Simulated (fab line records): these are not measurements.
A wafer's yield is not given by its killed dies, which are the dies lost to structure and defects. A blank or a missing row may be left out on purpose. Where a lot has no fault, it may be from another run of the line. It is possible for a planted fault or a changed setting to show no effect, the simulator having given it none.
2 desks, one fault + flow gf180mcu + numbers are kept per desk, each desk with only its own; the story behind them comes last

## DESK OF THE TOOL OWNER: cmp-02
The tool's own readings at GF_V2_CMP_04 (polishes SiO2): means of the sampled wafers that have a number, for each lot that ran on this tool. Marked OUT: a lot whose mean sits more than 4 standard deviations from the usual mean, which makes it out of limits; the brackets give that distance.
Columns: A = motor_current_A at GF_V2_CMP_04, usual 11.3 A; B = time_to_endpoint_s at GF_V2_CMP_04, usual 81 s
| lot  | first seen here | A    | B  |
|------|-----------------|------|----|
| L666 | day 19 15:36    | 10.8 | 81 |
| L668 | day 20 02:49    | 10.9 | 80 |
| L669 | day 20 21:48    | 10.6 | 82 |
| L670 | day 21 02:46    | 10.9 | 84 |
| L671 | day 22 01:56    | 11.2 | 86 |
| L673 | day 22 12:11    | 10.9 | 77 |
| L674 | day 22 16:26    | 10.8 | 79 |
| L676 | day 23 11:57    | 10.7 | 86 |
| L687 | day 26 15:14    | 10.4 | 79 |
| L688 | day 27 00:40    | 10.9 | 85 |
This desk found nothing out of limits on any of the 10 lots.

## AT THE METROLOGY DESK
Means of the sampled wafers that have a number, per lot and without regard to the tool the lot ran on: this is what the gauges read. Marked OUT: a lot whose mean sits more than 4 standard deviations from the usual mean, which makes it out of limits; the brackets give that distance.
Columns: A = M4_OVL at GF_M4_OVL_MEAS_15, usual -1 nm; B = MIM_CVD_05_THK at GF_MIM_THK_MEAS_06, usual 41.9 nm
| lot  | first seen here | A  | B    |
|------|-----------------|----|------|
| L666 | day 23 19:41    | -1 | 40.9 |
| L667 | day 24 00:56    | 1  | 41.5 |
| L668 | day 24 06:12    | 6  | 41.4 |
| L669 | day 24 22:29    | -6 | 41.8 |
| L670 | day 25 04:26    | 2  | 41.8 |
| L671 | day 26 00:47    | -0 | 41.6 |
| L673 | day 26 11:17    | 1  | 42.3 |
| L674 | day 26 13:56    | -1 | 41.9 |
| L676 | day 27 05:53    | -6 | 42.4 |
| L683 | day 29 03:47    | 6  | 42.0 |
| L687 | day 30 03:14    | -9 | 42.4 |
| L688 | day 30 11:02    | 4  | 42.4 |
| L689 | day 30 17:29    | 3  | 41.7 |
This desk found nothing out of limits on any of the 13 lots.

## PUT TOGETHER
Nothing out of limits was seen by the tool owner's desk.
At the metrology desk, nothing out of limits was observed.

## WHAT WAS PUT IN BY THE SIMULATOR
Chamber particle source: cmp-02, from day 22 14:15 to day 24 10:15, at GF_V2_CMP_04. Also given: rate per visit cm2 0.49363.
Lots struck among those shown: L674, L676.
